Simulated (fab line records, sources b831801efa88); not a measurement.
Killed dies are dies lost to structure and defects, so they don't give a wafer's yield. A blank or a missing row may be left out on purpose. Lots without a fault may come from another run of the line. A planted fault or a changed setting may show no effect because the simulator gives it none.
Which tool did it? | flow sky130 | 12 lots, 36 wafers sampled, at 1 step of a route of 708

WHAT THE GAUGES READ, wafer by wafer
SKY_CONTACT_RS_MEAS_25: measures by four-point-probe.
lot  | measured     | on            | CONTACT_W_RS (ohm/sq)
L075 | day 31 18:56 | film_metro-03 | 0.339 0.343 0.342
L077 | day 32 16:39 | film_metro-03 | 0.337 0.336 0.342
L080 | day 33 09:26 | film_metro-02 | 0.337 0.332 0.335
L081 | day 34 10:30 | film_metro-02 | 0.325 0.339 0.344
L083 | day 34 23:50 | film_metro-03 | 0.343 0.330 0.344
L085 | day 35 15:27 | film_metro-03 | 0.328 0.347 0.344
L087 | day 35 22:11 | film_metro-03 | 0.341 0.321 0.340
L089 | day 37 00:38 | film_metro-03 | 0.328 0.346 0.348
L090 | day 37 18:13 | film_metro-02 | 0.347 0.325 0.339
L093 | day 37 20:37 | film_metro-04 | 0.331 0.333 0.332
L095 | day 38 16:04 | film_metro-03 | 0.342 0.340 0.341
L097 | day 38 23:03 | film_metro-03 | 0.328 0.348 0.348

WHICH TOOL RAN EACH LOT (tool, then ch and the chambers of the sampled wafers, then the start)
The record holds no process step before these readings.

THE ANSWER, worked out from the rows above alone
Rule: what is usual is taken from the lots themselves. Put in order of their means at a reading, lots are off if they are a third of the lots or fewer, leave a main group of 4 or more, and stand apart from it by a gap of 3 or more times the standard deviation of the main group's means; of several such gaps the widest counts. A main group whose means are all the same, to the digits that the tables above print for the reading, isn't used. A lot without any number at a reading at which 4 lots or more have one is off too. The other lots that the step has rows for count as sound.
No lot is off at any reading shown: from this, nothing can be told.

WHAT THE SIMULATOR HAD PUT IN
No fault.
